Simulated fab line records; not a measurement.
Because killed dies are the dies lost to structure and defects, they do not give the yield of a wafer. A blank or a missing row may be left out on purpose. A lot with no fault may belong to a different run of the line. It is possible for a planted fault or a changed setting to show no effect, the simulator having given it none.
fab line records :: flow sky130
record
  lots=14
  wafers=42
  last-day=51
route steps=708 shown VT_ADJUST_LVTN@99
lots untouched by any fault: they come from a run of this same line in which no faults occurred
start-h: hours from the record's opening day to when the first of the lot's shown wafers began :: wait-h: hours from the lot's prior step to this one :: " unchanged from the row above :: L1.1+2: several wafers, shown together as one row :: - no value, or no start given :: * or withheld: withheld :: < > ~ a bound
route shown NAME@n: a module of which the file shows steps, and the number in the route of the first :: usual: mean/standard deviation taken from wafers without a fault :: same: alike in all rows :: chamber/n: place in a boat :: sites: the reading at each site :: _std_site: how widely they spread, as a standard deviation :: _edge_site: inner sites' mean taken away from outer sites' mean :: radius-mm: for every site, how far away it sits from the centre of the wafer :: mask NAME#n: copy n :: behind: the most recent tool/chamber to have shaped the wafer :: hold: what put the lot on hold/how long, in hours/how the hold closed :: device: the transistor (n, p or np) that didn't switch :: end of line: tests of these same wafers at the route's end :: a step given without rows: its recipe and nothing more :: killed: dies lost to structure and defects at the first sort, not the wafer's yield :: map: a wafer's dies, x killed, . not, _ none there
set.NAME: the setting the step ran with; set.NAME@STEP: the setting that earlier step ran with :: model.NAME: the simulator's own value behind a step, which no gauge read
steps of the route over a sample of lots; a table a step, a row a wafer
services: a tool's chamber out of use, with start hour (start-h, from the record's first day; less than 0 if before it), hours out, and reason
## steps
# step SKY_VT_ADJUST_LVTN_COAT_02
# recipe
  spin-rpm=2000
  resist-thk-nm=3000
# usual
  spin-speed-rpm=2000.3/1.5
lot.wafer: L540.2
tool: litho-track-01
chamber: 0
start-h: 139.48
wait-h: 0.1
spin-speed-rpm: 1999.4

lot.wafer: L540.3
tool: litho-track-01
chamber: 0
start-h: 139.48
wait-h: 0.1
spin-speed-rpm: 1999.1

lot.wafer: L540.6
tool: litho-track-01
chamber: 0
start-h: 139.48
wait-h: 0.1
spin-speed-rpm: 1998.5

lot.wafer: L541.1
tool: litho-track-03
chamber: 0
start-h: 139.57
wait-h: 0.1
spin-speed-rpm: 2001.9

lot.wafer: L541.2
tool: litho-track-03
chamber: 0
start-h: 139.57
wait-h: 0.1
spin-speed-rpm: 1999.9

lot.wafer: L541.6
tool: litho-track-03
chamber: 0
start-h: 139.57
wait-h: 0.1
spin-speed-rpm: 1999.4

lot.wafer: L543.2
tool: litho-track-01
chamber: 0
start-h: 157.83
wait-h: 0.1
spin-speed-rpm: 2000.7

lot.wafer: L543.4
tool: litho-track-01
chamber: 0
start-h: 157.83
wait-h: 0.1
spin-speed-rpm: 2001.5

lot.wafer: L543.6
tool: litho-track-01
chamber: 0
start-h: 157.83
wait-h: 0.1
spin-speed-rpm: 1999.0

lot.wafer: L544.4
tool: litho-track-02
chamber: 0
start-h: 161.51
wait-h: 0.1
spin-speed-rpm: 1999.7

lot.wafer: L544.5
tool: litho-track-02
chamber: 0
start-h: 161.51
wait-h: 0.1
spin-speed-rpm: 1998.1

lot.wafer: L544.6
tool: litho-track-02
chamber: 0
start-h: 161.51
wait-h: 0.1
spin-speed-rpm: 2000.2

lot.wafer: L545.2
tool: litho-track-03
chamber: 0
start-h: 166.94
wait-h: 0.1
spin-speed-rpm: 1999.7

lot.wafer: L545.3
tool: litho-track-03
chamber: 0
start-h: 166.94
wait-h: 0.1
spin-speed-rpm: 1998.9

lot.wafer: L545.6
tool: litho-track-03
chamber: 0
start-h: 166.94
wait-h: 0.1
spin-speed-rpm: 2003.2

lot.wafer: L547.2
tool: litho-track-01
chamber: 0
start-h: 177.53
wait-h: 0.1
spin-speed-rpm: 2000.5

lot.wafer: L547.3
tool: litho-track-01
chamber: 0
start-h: 177.53
wait-h: 0.1
spin-speed-rpm: 2003.3

lot.wafer: L547.5
tool: litho-track-01
chamber: 0
start-h: 177.53
wait-h: 0.1
spin-speed-rpm: 2001.6

lot.wafer: L549.2
tool: litho-track-02
chamber: 0
start-h: 194.66
wait-h: 0.1
spin-speed-rpm: 2000.3

lot.wafer: L549.3
tool: litho-track-02
chamber: 0
start-h: 194.66
wait-h: 0.1
spin-speed-rpm: 2001.5

lot.wafer: L549.6
tool: litho-track-02
chamber: 0
start-h: 194.66
wait-h: 0.1
spin-speed-rpm: 1999.8

lot.wafer: L551.1
tool: litho-track-02
chamber: 0
start-h: 204.48
wait-h: 0.1
spin-speed-rpm: 1999.1

lot.wafer: L551.2
tool: litho-track-02
chamber: 0
start-h: 204.48
wait-h: 0.1
spin-speed-rpm: 1999.4

lot.wafer: L551.5
tool: litho-track-02
chamber: 0
start-h: 204.48
wait-h: 0.1
spin-speed-rpm: 1997.6

lot.wafer: L552.1
tool: litho-track-03
chamber: 0
start-h: 216.72
wait-h: 0.1
spin-speed-rpm: 1998.5

lot.wafer: L552.2
tool: litho-track-03
chamber: 0
start-h: 216.72
wait-h: 0.1
spin-speed-rpm: 2001.3

lot.wafer: L552.3
tool: litho-track-03
chamber: 0
start-h: 216.72
wait-h: 0.1
spin-speed-rpm: 2003.1

lot.wafer: L555.2
tool: litho-track-03
chamber: 0
start-h: 233.59
wait-h: 0.1
spin-speed-rpm: 2000.9

lot.wafer: L555.3
tool: litho-track-03
chamber: 0
start-h: 233.59
wait-h: 0.1
spin-speed-rpm: 2000.7

lot.wafer: L555.4
tool: litho-track-03
chamber: 0
start-h: 233.59
wait-h: 0.1
spin-speed-rpm: 2002.0

lot.wafer: L556.1
tool: litho-track-01
chamber: 0
start-h: 238.71
wait-h: 0.1
spin-speed-rpm: 1999.1

lot.wafer: L556.2
tool: litho-track-01
chamber: 0
start-h: 238.71
wait-h: 0.1
spin-speed-rpm: 1999.4

lot.wafer: L556.6
tool: litho-track-01
chamber: 0
start-h: 238.71
wait-h: 0.1
spin-speed-rpm: 2000.0

lot.wafer: L559.4
tool: litho-track-03
chamber: 0
start-h: 263.54
wait-h: 0.1
spin-speed-rpm: 2001.6

lot.wafer: L559.5
tool: litho-track-03
chamber: 0
start-h: 263.54
wait-h: 0.1
spin-speed-rpm: 1999.7

lot.wafer: L559.6
tool: litho-track-03
chamber: 0
start-h: 263.54
wait-h: 0.1
spin-speed-rpm: 2000.9

lot.wafer: L562.1
tool: litho-track-01
chamber: 0
start-h: 283.91
wait-h: 0.1
spin-speed-rpm: 1999.3

lot.wafer: L562.2
tool: litho-track-01
chamber: 0
start-h: 283.91
wait-h: 0.1
spin-speed-rpm: 1998.2

lot.wafer: L562.6
tool: litho-track-01
chamber: 0
start-h: 283.91
wait-h: 0.1
spin-speed-rpm: 2000.5

lot.wafer: L563.2
tool: litho-track-02
chamber: 0
start-h: 291.21
wait-h: 0.1
spin-speed-rpm: 2002.9

lot.wafer: L563.3
tool: litho-track-02
chamber: 0
start-h: 291.21
wait-h: 0.1
spin-speed-rpm: 2000.9

lot.wafer: L563.5
tool: litho-track-02
chamber: 0
start-h: 291.21
wait-h: 0.1
spin-speed-rpm: 1999.9
# step SKY_VT_ADJUST_LVTN_STRIP_09
# recipe
  chemistry=O2/N2
  power-w=1400
  pressure-mtorr=1500
  platen-temp-c=withheld
  o2-flow-sccm=3000
  n2-flow-sccm=300
  overash-fraction=0.5
# usual
  chamber-pressure-mTorr=1500.3/1.3
  drypump-motor-current-A=5.6/0.34
  n2-flow-sccm=299.9/0.94
  oes-product-au=0.722/0.0047
  strip-time-to-endpoint-s=36.95/0.12
lot.wafer: L540.2
tool: plasma-asher-03
chamber: 0
start-h: 149.32
wait-h: 0.1
chamber-pressure-mTorr: 1498.8
drypump-motor-current-A: 5.5
n2-flow-sccm: 299.9
oes-product-au: 0.725
rf-hours-counter-h: 34
strip-time-to-endpoint-s: 36.96

lot.wafer: L540.3
tool: plasma-asher-03
chamber: 0
start-h: 149.32
wait-h: 0.1
chamber-pressure-mTorr: 1500.9
drypump-motor-current-A: 5.5
n2-flow-sccm: 299.8
oes-product-au: 0.725
rf-hours-counter-h: -
strip-time-to-endpoint-s: 36.87

lot.wafer: L540.6
tool: plasma-asher-03
chamber: 1
start-h: 149.32
wait-h: 0.1
chamber-pressure-mTorr: 1499.6
drypump-motor-current-A: 6.0
n2-flow-sccm: 299.2
oes-product-au: 0.716
rf-hours-counter-h: -
strip-time-to-endpoint-s: 36.90

lot.wafer: L541.1
tool: plasma-asher-02
chamber: 0
start-h: 149.44
wait-h: 0.1
chamber-pressure-mTorr: 1501.9
drypump-motor-current-A: 6.0
n2-flow-sccm: 300.2
oes-product-au: 0.713
rf-hours-counter-h: 3
strip-time-to-endpoint-s: 36.79

lot.wafer: L541.2
tool: plasma-asher-02
chamber: 1
start-h: 149.44
wait-h: 0.1
chamber-pressure-mTorr: 1501.3
drypump-motor-current-A: 4.9
n2-flow-sccm: 299.3
oes-product-au: 0.722
rf-hours-counter-h: 3
strip-time-to-endpoint-s: 36.71

lot.wafer: L541.6
tool: plasma-asher-02
chamber: 1
start-h: 149.44
wait-h: 0.1
chamber-pressure-mTorr: 1499.9
drypump-motor-current-A: 4.9
n2-flow-sccm: 300.4
oes-product-au: 0.722
rf-hours-counter-h: -
strip-time-to-endpoint-s: 36.75

lot.wafer: L543.2
tool: plasma-asher-02
chamber: 1
start-h: 168.71
wait-h: 0.1
chamber-pressure-mTorr: 1499.3
drypump-motor-current-A: 5.0
n2-flow-sccm: 300.7
oes-product-au: 0.720
rf-hours-counter-h: 5
strip-time-to-endpoint-s: 36.90

lot.wafer: L543.4
tool: plasma-asher-02
chamber: 1
start-h: 168.71
wait-h: 0.1
chamber-pressure-mTorr: 1498.7
drypump-motor-current-A: 5.0
n2-flow-sccm: 300.6
oes-product-au: 0.726
rf-hours-counter-h: -
strip-time-to-endpoint-s: 36.84

lot.wafer: L543.6
tool: plasma-asher-02
chamber: 1
start-h: 168.71
wait-h: 0.1
chamber-pressure-mTorr: 1502.4
drypump-motor-current-A: 5.0
n2-flow-sccm: 300.4
oes-product-au: 0.724
rf-hours-counter-h: -
strip-time-to-endpoint-s: 36.97

lot.wafer: L544.4
tool: plasma-asher-04
chamber: 1
start-h: 172.28
wait-h: 0.1
chamber-pressure-mTorr: 1500.6
drypump-motor-current-A: 5.3
n2-flow-sccm: 300.5
oes-product-au: 0.721
rf-hours-counter-h: -
strip-time-to-endpoint-s: 37.08

lot.wafer: L544.5
tool: plasma-asher-04
chamber: 1
start-h: 172.28
wait-h: 0.1
chamber-pressure-mTorr: 1500.5
drypump-motor-current-A: 5.3
n2-flow-sccm: 300.6
oes-product-au: 0.729
rf-hours-counter-h: -
strip-time-to-endpoint-s: 37.07

lot.wafer: L544.6
tool: plasma-asher-04
chamber: 0
start-h: 172.28
wait-h: 0.1
chamber-pressure-mTorr: 1500.4
drypump-motor-current-A: 5.6
n2-flow-sccm: 299.6
oes-product-au: 0.724
rf-hours-counter-h: -
strip-time-to-endpoint-s: 37.14

lot.wafer: L545.2
tool: plasma-asher-04
chamber: 0
start-h: 178.27
wait-h: 0.1
chamber-pressure-mTorr: 1498.6
drypump-motor-current-A: 5.7
n2-flow-sccm: 302.0
oes-product-au: 0.724
rf-hours-counter-h: 47
strip-time-to-endpoint-s: 36.94

lot.wafer: L545.3
tool: plasma-asher-04
chamber: 1
start-h: 178.27
wait-h: 0.1
chamber-pressure-mTorr: 1500.0
drypump-motor-current-A: 5.3
n2-flow-sccm: 301.5
oes-product-au: 0.719
rf-hours-counter-h: -
strip-time-to-endpoint-s: 36.97

lot.wafer: L545.6
tool: plasma-asher-04
chamber: 1
start-h: 178.27
wait-h: 0.1
chamber-pressure-mTorr: 1500.3
drypump-motor-current-A: 5.3
n2-flow-sccm: 301.1
oes-product-au: 0.722
rf-hours-counter-h: -
strip-time-to-endpoint-s: 37.03

lot.wafer: L547.2
tool: plasma-asher-04
chamber: 1
start-h: 188.67
wait-h: 0.1
chamber-pressure-mTorr: 1501.2
drypump-motor-current-A: 5.3
n2-flow-sccm: 299.9
oes-product-au: 0.726
rf-hours-counter-h: 48
strip-time-to-endpoint-s: 37.02

lot.wafer: L547.3
tool: plasma-asher-04
chamber: 0
start-h: 188.67
wait-h: 0.1
chamber-pressure-mTorr: 1499.7
drypump-motor-current-A: 5.7
n2-flow-sccm: 299.4
oes-product-au: 0.727
rf-hours-counter-h: -
strip-time-to-endpoint-s: 36.97

lot.wafer: L547.5
tool: plasma-asher-04
chamber: 1
start-h: 188.67
wait-h: 0.1
chamber-pressure-mTorr: 1500.4
drypump-motor-current-A: 5.3
n2-flow-sccm: 300.1
oes-product-au: 0.726
rf-hours-counter-h: -
strip-time-to-endpoint-s: 37.01

lot.wafer: L549.2
tool: plasma-asher-04
chamber: 0
start-h: 206.40
wait-h: 0.1
chamber-pressure-mTorr: 1501.4
drypump-motor-current-A: 5.7
n2-flow-sccm: 298.6
oes-product-au: 0.722
rf-hours-counter-h: 50
strip-time-to-endpoint-s: 36.77

lot.wafer: L549.3
tool: plasma-asher-04
chamber: 1
start-h: 206.40
wait-h: 0.1
chamber-pressure-mTorr: 1501.0
drypump-motor-current-A: 5.3
n2-flow-sccm: 300.2
oes-product-au: 0.721
rf-hours-counter-h: -
strip-time-to-endpoint-s: 36.85

lot.wafer: L549.6
tool: plasma-asher-04
chamber: 0
start-h: 206.40
wait-h: 0.1
chamber-pressure-mTorr: 1498.0
drypump-motor-current-A: 5.6
n2-flow-sccm: 299.2
oes-product-au: 0.722
rf-hours-counter-h: -
strip-time-to-endpoint-s: 36.79

lot.wafer: L551.1
tool: plasma-asher-03
chamber: 0
start-h: 216.49
wait-h: 0.1
chamber-pressure-mTorr: 1500.8
drypump-motor-current-A: 5.5
n2-flow-sccm: 299.8
oes-product-au: 0.722
rf-hours-counter-h: 40
strip-time-to-endpoint-s: 36.93

lot.wafer: L551.2
tool: plasma-asher-03
chamber: 1
start-h: 216.49
wait-h: 0.1
chamber-pressure-mTorr: 1502.4
drypump-motor-current-A: 6.0
n2-flow-sccm: 301.1
oes-product-au: 0.726
rf-hours-counter-h: 40
strip-time-to-endpoint-s: 37.18

lot.wafer: L551.5
tool: plasma-asher-03
chamber: 1
start-h: 216.49
wait-h: 0.1
chamber-pressure-mTorr: 1501.3
drypump-motor-current-A: 5.9
n2-flow-sccm: 300.7
oes-product-au: 0.732
rf-hours-counter-h: -
strip-time-to-endpoint-s: 37.01

lot.wafer: L552.1
tool: plasma-asher-03
chamber: 0
start-h: 229.24
wait-h: 0.1
chamber-pressure-mTorr: 1499.0
drypump-motor-current-A: 5.5
n2-flow-sccm: 300.3
oes-product-au: 0.723
rf-hours-counter-h: 42
strip-time-to-endpoint-s: 36.92

lot.wafer: L552.2
tool: plasma-asher-03
chamber: 1
start-h: 229.24
wait-h: 0.1
chamber-pressure-mTorr: 1501.5
drypump-motor-current-A: 6.0
n2-flow-sccm: 298.2
oes-product-au: 0.721
rf-hours-counter-h: 42
strip-time-to-endpoint-s: 36.88

lot.wafer: L552.3
tool: plasma-asher-03
chamber: 1
start-h: 229.24
wait-h: 0.1
chamber-pressure-mTorr: 1501.3
drypump-motor-current-A: 5.9
n2-flow-sccm: 299.4
oes-product-au: 0.731
rf-hours-counter-h: -
strip-time-to-endpoint-s: 36.73

lot.wafer: L555.2
tool: plasma-asher-02
chamber: 0
start-h: 245.60
wait-h: 0.1
chamber-pressure-mTorr: 1501.1
drypump-motor-current-A: 6.0
n2-flow-sccm: 299.7
oes-product-au: 0.720
rf-hours-counter-h: 13
strip-time-to-endpoint-s: 27.34

lot.wafer: L555.3
tool: plasma-asher-02
chamber: 0
start-h: 245.60
wait-h: 0.1
chamber-pressure-mTorr: 1502.6
drypump-motor-current-A: 6.0
n2-flow-sccm: 299.8
oes-product-au: 0.728
rf-hours-counter-h: -
strip-time-to-endpoint-s: 27.44

lot.wafer: L555.4
tool: plasma-asher-02
chamber: 1
start-h: 245.60
wait-h: 0.1
chamber-pressure-mTorr: 1498.1
drypump-motor-current-A: 4.9
n2-flow-sccm: 300.7
oes-product-au: 0.724
rf-hours-counter-h: -
strip-time-to-endpoint-s: 27.50

lot.wafer: L556.1
tool: plasma-asher-04
chamber: 1
start-h: 251.19
wait-h: 0.1
chamber-pressure-mTorr: 1499.8
drypump-motor-current-A: 5.3
n2-flow-sccm: 298.6
oes-product-au: 0.725
rf-hours-counter-h: 54
strip-time-to-endpoint-s: 36.93

lot.wafer: L556.2
tool: plasma-asher-04
chamber: 0
start-h: 251.19
wait-h: 0.1
chamber-pressure-mTorr: 1503.5
drypump-motor-current-A: 5.7
n2-flow-sccm: 300.7
oes-product-au: 0.725
rf-hours-counter-h: 54
strip-time-to-endpoint-s: 36.95

lot.wafer: L556.6
tool: plasma-asher-04
chamber: 1
start-h: 251.19
wait-h: 0.1
chamber-pressure-mTorr: 1501.0
drypump-motor-current-A: 5.3
n2-flow-sccm: 299.4
oes-product-au: 0.715
rf-hours-counter-h: -
strip-time-to-endpoint-s: 36.85

lot.wafer: L559.4
tool: plasma-asher-03
chamber: 1
start-h: 275.43
wait-h: 0.1
chamber-pressure-mTorr: 1499.6
drypump-motor-current-A: 5.9
n2-flow-sccm: 299.9
oes-product-au: 0.721
rf-hours-counter-h: -
strip-time-to-endpoint-s: 27.39

lot.wafer: L559.5
tool: plasma-asher-03
chamber: 0
start-h: 275.43
wait-h: 0.1
chamber-pressure-mTorr: 1501.2
drypump-motor-current-A: 5.4
n2-flow-sccm: 299.0
oes-product-au: 0.718
rf-hours-counter-h: -
strip-time-to-endpoint-s: 27.30

lot.wafer: L559.6
tool: plasma-asher-03
chamber: 1
start-h: 275.43
wait-h: 0.1
chamber-pressure-mTorr: 1501.2
drypump-motor-current-A: 5.9
n2-flow-sccm: 298.5
oes-product-au: 0.715
rf-hours-counter-h: -
strip-time-to-endpoint-s: 27.39

lot.wafer: L562.1
tool: plasma-asher-02
chamber: 0
start-h: 296.80
wait-h: 0.1
chamber-pressure-mTorr: 1500.4
drypump-motor-current-A: 6.0
n2-flow-sccm: 300.2
oes-product-au: 0.733
rf-hours-counter-h: 18
strip-time-to-endpoint-s: 36.90

lot.wafer: L562.2
tool: plasma-asher-02
chamber: 1
start-h: 296.80
wait-h: 0.1
chamber-pressure-mTorr: 1499.9
drypump-motor-current-A: 4.9
n2-flow-sccm: 300.5
oes-product-au: 0.725
rf-hours-counter-h: 18
strip-time-to-endpoint-s: 36.80

lot.wafer: L562.6
tool: plasma-asher-02
chamber: 1
start-h: 296.80
wait-h: 0.1
chamber-pressure-mTorr: 1496.2
drypump-motor-current-A: 4.9
n2-flow-sccm: 299.1
oes-product-au: 0.714
rf-hours-counter-h: -
strip-time-to-endpoint-s: 36.83

lot.wafer: L563.2
tool: plasma-asher-03
chamber: 0
start-h: 304.29
wait-h: 0.1
chamber-pressure-mTorr: 1500.7
drypump-motor-current-A: 5.5
n2-flow-sccm: 300.5
oes-product-au: 0.719
rf-hours-counter-h: 50
strip-time-to-endpoint-s: 37.12

lot.wafer: L563.3
tool: plasma-asher-03
chamber: 1
start-h: 304.29
wait-h: 0.1
chamber-pressure-mTorr: 1499.6
drypump-motor-current-A: 6.0
n2-flow-sccm: 301.1
oes-product-au: 0.717
rf-hours-counter-h: -
strip-time-to-endpoint-s: 37.07

lot.wafer: L563.5
tool: plasma-asher-03
chamber: 0
start-h: 304.29
wait-h: 0.1
chamber-pressure-mTorr: 1500.6
drypump-motor-current-A: 5.5
n2-flow-sccm: 299.9
oes-product-au: 0.728
rf-hours-counter-h: -
strip-time-to-endpoint-s: 37.14
## services
tool: plasma-asher-02
chamber: 0
start-h: 117.75
hours: -
kind: clean

tool: plasma-asher-02
chamber: 1
start-h: 117.75
hours: -
kind: clean

tool: plasma-asher-04
chamber: -
start-h: 219.03
hours: 6.2
kind: repair

tool: plasma-asher-04
chamber: -
start-h: 220.98
hours: 1.5
kind: repair

tool: plasma-asher-03
chamber: -
start-h: 257.08
hours: 2.8
kind: pm

tool: plasma-asher-02
chamber: -
start-h: 273.06
hours: 3.0
kind: repair

tool: plasma-asher-04
chamber: -
start-h: 275.61
hours: 14.6
kind: pm

tool: plasma-asher-04
chamber: -
start-h: 299.26
hours: 0.6
kind: repair
## key
first-sign
  step=SKY_VT_ADJUST_LVTN_STRIP_09
  reading=strip-time-to-endpoint-s
  direction=down
  sigmas=81
  usual=*
  struck=*
effect none on later readings
met-at SKY_VT_ADJUST_LVTN_COAT_02
struck-lots L555,L559
tester-left-out L555,L559
onset-between 216.72 233.59
fault
  kind=process-parameter-drift
  tool=litho-track-03
  chamber=-
  onset-h=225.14
  steps=SKY_VT_ADJUST_LVTN_COAT_02
  channel=resist-thk-nm
  offset=-822
  shape=step
  end-h=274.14
  acts-in=these-recipes-only
  stated=3000
# tester-left-out: of these lots the tester's yield and bins aren't shown, on N5 and GAA mostly nor the transistor test; their killed dies are dies lost to structure and defects alone, not to doping, threshold or leakage, so they don't give the yield
